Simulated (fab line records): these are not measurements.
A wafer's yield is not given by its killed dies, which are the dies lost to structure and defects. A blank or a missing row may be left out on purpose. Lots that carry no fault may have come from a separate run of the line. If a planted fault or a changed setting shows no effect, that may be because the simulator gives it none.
What tool caused it? || flow sky130 || Sampling: 13 lots, 39 wafers, 4 of 708 route steps

## WHAT EACH GAUGE READ, for each wafer
SKY_LDD_N_OVL_MEAS_07. Usual: for LDD_N_OVL the level is -0.6 nm and the standard deviation is 1.3.
{"lot": "L790", "measured": "day 17 21:14", "on": "overlay-01", "LDD_N_OVL (nm)": "-0.9 -2.0 -1.3", "flag": ""}
{"lot": "L791", "measured": "day 18 10:19", "on": "overlay-01", "LDD_N_OVL (nm)": "-1.8 -1.5 -3.8", "flag": ""}
{"lot": "L792", "measured": "day 18 11:30", "on": "overlay-02", "LDD_N_OVL (nm)": "-0.9 -0.8 -0.1", "flag": ""}
{"lot": "L793", "measured": "day 19 00:54", "on": "overlay-02", "LDD_N_OVL (nm)": "0.7 0.5 -0.4", "flag": ""}
{"lot": "L794", "measured": "day 19 15:32", "on": "overlay-01", "LDD_N_OVL (nm)": "0.8 0.6 2.7", "flag": ""}
{"lot": "L796", "measured": "day 20 01:24", "on": "overlay-02", "LDD_N_OVL (nm)": "-0.4 -1.3 -0.2", "flag": ""}
{"lot": "L795", "measured": "day 20 01:01", "on": "overlay-01", "LDD_N_OVL (nm)": "0.3 -0.2 -1.3", "flag": ""}
{"lot": "L798", "measured": "day 21 11:05", "on": "overlay-02", "LDD_N_OVL (nm)": "0.4 2.2 0.4", "flag": ""}
{"lot": "L800", "measured": "day 21 17:06", "on": "overlay-01", "LDD_N_OVL (nm)": "-2.5 -1.2 -1.6", "flag": ""}
{"lot": "L801", "measured": "day 21 22:38", "on": "overlay-02", "LDD_N_OVL (nm)": "-0.8 -1.6 -1.3", "flag": ""}
{"lot": "L809", "measured": "day 24 21:12", "on": "overlay-02", "LDD_N_OVL (nm)": "-1.5 -1.2 -1.8", "flag": ""}
{"lot": "L811", "measured": "day 25 10:03", "on": "overlay-02", "LDD_N_OVL (nm)": "-0.5 0.3 -0.3", "flag": ""}
{"lot": "L813", "measured": "day 26 02:48", "on": "overlay-02", "LDD_N_OVL (nm)": "-1.3 -1.3 -1.7", "flag": ""}

SKY_LDD_P_CD_MEAS_07: target cd 380 nm. Usual: cd_nm reads 379.9 nm (standard deviation 2.9).
{"lot": "L790", "measured": "day 19 04:19", "on": "cd_sem-02", "cd_nm (nm)": "381.7 382.0 382.4", "flag": ""}
{"lot": "L791", "measured": "day 19 18:19", "on": "cd_sem-02", "cd_nm (nm)": "379.0 379.5 378.9", "flag": ""}
{"lot": "L792", "measured": "day 19 19:03", "on": "cd_sem-01", "cd_nm (nm)": "375.6 376.9 380.5", "flag": ""}
{"lot": "L793", "measured": "day 20 08:47", "on": "cd_sem-01", "cd_nm (nm)": "383.2 379.2 380.6", "flag": ""}
{"lot": "L794", "measured": "day 20 23:28", "on": "cd_sem-01", "cd_nm (nm)": "378.4 377.6 376.7", "flag": ""}
{"lot": "L796", "measured": "day 21 09:18", "on": "cd_sem-02", "cd_nm (nm)": "379.9 380.3 380.1", "flag": ""}
{"lot": "L795", "measured": "day 21 08:41", "on": "cd_sem-02", "cd_nm (nm)": "386.7 387.6 385.2", "flag": ""}
{"lot": "L798", "measured": "day 22 18:40", "on": "cd_sem-02", "cd_nm (nm)": "377.1 377.5 378.8", "flag": ""}
{"lot": "L800", "measured": "day 22 23:59", "on": "cd_sem-01", "cd_nm (nm)": "378.9 378.8 377.4", "flag": ""}
{"lot": "L801", "measured": "day 23 05:51", "on": "cd_sem-01", "cd_nm (nm)": "376.6 376.3 375.8", "flag": ""}
{"lot": "L809", "measured": "day 26 04:00", "on": "cd_sem-01", "cd_nm (nm)": "377.6 377.6 377.7", "flag": ""}
{"lot": "L811", "measured": "day 26 16:28", "on": "cd_sem-01", "cd_nm (nm)": "383.4 381.5 382.2", "flag": ""}
{"lot": "L813", "measured": "day 27 09:34", "on": "cd_sem-01", "cd_nm (nm)": "375.6 375.1 377.2", "flag": ""}

SKY_LDD_HVN_OVL_MEAS_07. Usual: for LDD_HVN_OVL the level is -0.8 nm and the standard deviation is 1.5.
{"lot": "L790", "measured": "day 20 11:34", "on": "overlay-01", "LDD_HVN_OVL (nm)": "-1.1 -0.4 -0.2", "flag": ""}
{"lot": "L791", "measured": "day 21 01:07", "on": "overlay-01", "LDD_HVN_OVL (nm)": "2.1 2.5 2.0", "flag": ""}
{"lot": "L792", "measured": "day 21 01:53", "on": "overlay-01", "LDD_HVN_OVL (nm)": "-0.4 -1.2 -0.4", "flag": ""}
{"lot": "L793", "measured": "day 21 15:33", "on": "overlay-01", "LDD_HVN_OVL (nm)": "0.3 -0.9 0.3", "flag": ""}
{"lot": "L794", "measured": "day 22 06:03", "on": "overlay-01", "LDD_HVN_OVL (nm)": "-1.0 0.7 -1.2", "flag": ""}
{"lot": "L796", "measured": "day 22 15:18", "on": "overlay-02", "LDD_HVN_OVL (nm)": "-2.2 -1.1 -2.2", "flag": ""}
{"lot": "L795", "measured": "day 22 14:54", "on": "overlay-02", "LDD_HVN_OVL (nm)": "-1.1 -1.2 -1.3", "flag": ""}
{"lot": "L798", "measured": "day 24 01:19", "on": "overlay-02", "LDD_HVN_OVL (nm)": "-0.4 0.1 -0.3", "flag": ""}
{"lot": "L800", "measured": "day 24 06:50", "on": "overlay-01", "LDD_HVN_OVL (nm)": "-1.0 -2.0 -1.5", "flag": ""}
{"lot": "L801", "measured": "day 24 12:48", "on": "overlay-01", "LDD_HVN_OVL (nm)": "0.3 1.5 1.9", "flag": ""}
{"lot": "L809", "measured": "day 27 10:25", "on": "overlay-02", "LDD_HVN_OVL (nm)": "-0.7 0.2 0.6", "flag": ""}
{"lot": "L811", "measured": "day 27 21:26", "on": "overlay-02", "LDD_HVN_OVL (nm)": "-1.7 -1.7 -0.9", "flag": ""}
{"lot": "L813", "measured": "day 28 14:23", "on": "overlay-01", "LDD_HVN_OVL (nm)": "-0.8 -2.2 -0.5", "flag": ""}

## TOOL THAT RAN EACH LOT (tool first, then ch and the chambers of the sampled wafers, then the start)
{"lot": "L790", "SKY_POLY_GATE_ETCH_16": "rie_diel-01 ch 0,1,3, day 16 14:07"}
{"lot": "L791", "SKY_POLY_GATE_ETCH_16": "rie_diel-01 ch 2,3, day 17 01:59"}
{"lot": "L792", "SKY_POLY_GATE_ETCH_16": "rie_diel-02 ch 0,2,3, day 17 03:06"}
{"lot": "L793", "SKY_POLY_GATE_ETCH_16": "rie_diel-01 ch 0,2, day 17 16:00"}
{"lot": "L794", "SKY_POLY_GATE_ETCH_16": "rie_diel-02 ch 0,2,3, day 18 07:34"}
{"lot": "L796", "SKY_POLY_GATE_ETCH_16": "rie_diel-03 ch 0,1,3, day 18 13:20"}
{"lot": "L795", "SKY_POLY_GATE_ETCH_16": "rie_diel-03 ch 0,1,3, day 18 15:59"}
{"lot": "L798", "SKY_POLY_GATE_ETCH_16": "rie_diel-01 ch 0,2,3, day 20 02:47"}
{"lot": "L800", "SKY_POLY_GATE_ETCH_16": "rie_diel-03 ch 0,1,3, day 20 08:38"}
{"lot": "L801", "SKY_POLY_GATE_ETCH_16": "rie_diel-02 ch 2,3, day 20 14:43"}
{"lot": "L809", "SKY_POLY_GATE_ETCH_16": "rie_diel-03 ch 0,3, day 23 13:34"}
{"lot": "L811", "SKY_POLY_GATE_ETCH_16": "rie_diel-03 ch 0,2, day 24 02:30"}
{"lot": "L813", "SKY_POLY_GATE_ETCH_16": "rie_diel-02 ch 1,2, day 24 20:04"}
- SKY_POLY_GATE_ETCH_16: etches Si3N4 in CH3F/O2, stops on poly-Si, time 147.5 s, target depth 75 nm.

## AS READ BY THE TOOLS THEMSELVES (means over the sampled wafers that have a number; for cases with no such wafer, the mark the record gives instead)
SKY_POLY_GATE_ETCH_16. Usual: chamber_pressure_mTorr 24.999 mTorr, standard deviation 0.026; drypump_motor_current_A 5.7 A, standard deviation 0.42; oes_product_au 0.641 a.u., standard deviation 0.005; rf_fwd_power_W 398.2 W, standard deviation 1.4; throttle_valve_pct 10.535 %, standard deviation 0.0088.
{"lot": "L790", "tool": "rie_diel-01", "chamber_pressure_mTorr (mTorr)": 25.010, "drypump_motor_current_A (A)": 5.4, "oes_product_au (a.u.)": 0.640, "rf_fwd_power_W (W)": 397.4, "throttle_valve_pct (%)": 10.535, "flag": ""}
{"lot": "L791", "tool": "rie_diel-01", "chamber_pressure_mTorr (mTorr)": 24.998, "drypump_motor_current_A (A)": 5.2, "oes_product_au (a.u.)": 0.643, "rf_fwd_power_W (W)": 399.0, "throttle_valve_pct (%)": 10.539, "flag": ""}
{"lot": "L792", "tool": "rie_diel-02", "chamber_pressure_mTorr (mTorr)": 24.993, "drypump_motor_current_A (A)": 6.0, "oes_product_au (a.u.)": 0.644, "rf_fwd_power_W (W)": 398.6, "throttle_valve_pct (%)": 10.534, "flag": ""}
{"lot": "L793", "tool": "rie_diel-01", "chamber_pressure_mTorr (mTorr)": 24.998, "drypump_motor_current_A (A)": 5.1, "oes_product_au (a.u.)": 0.643, "rf_fwd_power_W (W)": 398.4, "throttle_valve_pct (%)": 10.538, "flag": ""}
{"lot": "L794", "tool": "rie_diel-02", "chamber_pressure_mTorr (mTorr)": 24.993, "drypump_motor_current_A (A)": 6.0, "oes_product_au (a.u.)": 0.640, "rf_fwd_power_W (W)": 398.4, "throttle_valve_pct (%)": 10.527, "flag": ""}
{"lot": "L796", "tool": "rie_diel-03", "chamber_pressure_mTorr (mTorr)": 25.004, "drypump_motor_current_A (A)": 5.4, "oes_product_au (a.u.)": 0.639, "rf_fwd_power_W (W)": 398.2, "throttle_valve_pct (%)": 10.540, "flag": ""}
{"lot": "L795", "tool": "rie_diel-03", "chamber_pressure_mTorr (mTorr)": 25.010, "drypump_motor_current_A (A)": 5.5, "oes_product_au (a.u.)": 0.640, "rf_fwd_power_W (W)": 398.8, "throttle_valve_pct (%)": 10.531, "flag": ""}
{"lot": "L798", "tool": "rie_diel-01", "chamber_pressure_mTorr (mTorr)": 24.999, "drypump_motor_current_A (A)": 5.2, "oes_product_au (a.u.)": 0.638, "rf_fwd_power_W (W)": 397.7, "throttle_valve_pct (%)": 10.536, "flag": ""}
{"lot": "L800", "tool": "rie_diel-03", "chamber_pressure_mTorr (mTorr)": 24.985, "drypump_motor_current_A (A)": 5.5, "oes_product_au (a.u.)": 0.639, "rf_fwd_power_W (W)": 396.6, "throttle_valve_pct (%)": 10.533, "flag": ""}
{"lot": "L801", "tool": "rie_diel-02", "chamber_pressure_mTorr (mTorr)": 25.015, "drypump_motor_current_A (A)": 6.1, "oes_product_au (a.u.)": 0.647, "rf_fwd_power_W (W)": 399.9, "throttle_valve_pct (%)": 10.534, "flag": ""}
{"lot": "L809", "tool": "rie_diel-03", "chamber_pressure_mTorr (mTorr)": 25.000, "drypump_motor_current_A (A)": 5.6, "oes_product_au (a.u.)": 0.637, "rf_fwd_power_W (W)": 334.4, "throttle_valve_pct (%)": 10.541, "flag": "OFF"}
{"lot": "L811", "tool": "rie_diel-03", "chamber_pressure_mTorr (mTorr)": 25.006, "drypump_motor_current_A (A)": 5.8, "oes_product_au (a.u.)": 0.642, "rf_fwd_power_W (W)": 335.3, "throttle_valve_pct (%)": 10.534, "flag": "OFF"}
{"lot": "L813", "tool": "rie_diel-02", "chamber_pressure_mTorr (mTorr)": 24.992, "drypump_motor_current_A (A)": 6.0, "oes_product_au (a.u.)": 0.632, "rf_fwd_power_W (W)": 399.0, "throttle_valve_pct (%)": 10.539, "flag": ""}

## THE ANSWER, worked out from the rows above alone
Rule: lot off if the mean of its wafers having a number is beyond 3 standard deviations from the usual mean. Also off: a lot with no number at a reading for which 4 or more lots have one. All remaining lots with rows at the step are treated as sound. The gauges are gone through in route order, then the tools' own readings, and for those a lot's mean is taken as printed above. The first step at which some lot is off is used, and at that step the reading that is off furthest; a lot without a number counts as furthest.
Off, at SKY_POLY_GATE_ETCH_16 on rf_fwd_power_W: L809, L811.
A tool fits if, at that step or a process step before it, it ran every lot that is off, and no sound lot after the first of them. One fits: SKY_POLY_GATE_ETCH_16 on rie_diel-03. A fault onset in the window from L800 (day 20 08:38, its last sound lot) to L809 (day 23 13:34, its first lot off) fits.
The tool's own readings at SKY_POLY_GATE_ETCH_16 bear it out: on the lots that are off they differ by more than 5 times the standard deviation of the sound lots' means. rf_fwd_power_W reads 334.9 W there against 398.4 W on the sound lots.

## WHAT THE SIMULATOR HAD PUT IN
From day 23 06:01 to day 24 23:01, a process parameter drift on rie_diel-03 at SKY_POLY_GATE_ETCH_16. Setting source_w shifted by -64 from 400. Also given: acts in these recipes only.
Shown lots that were struck: L809, L811. Same finding as the rule above.
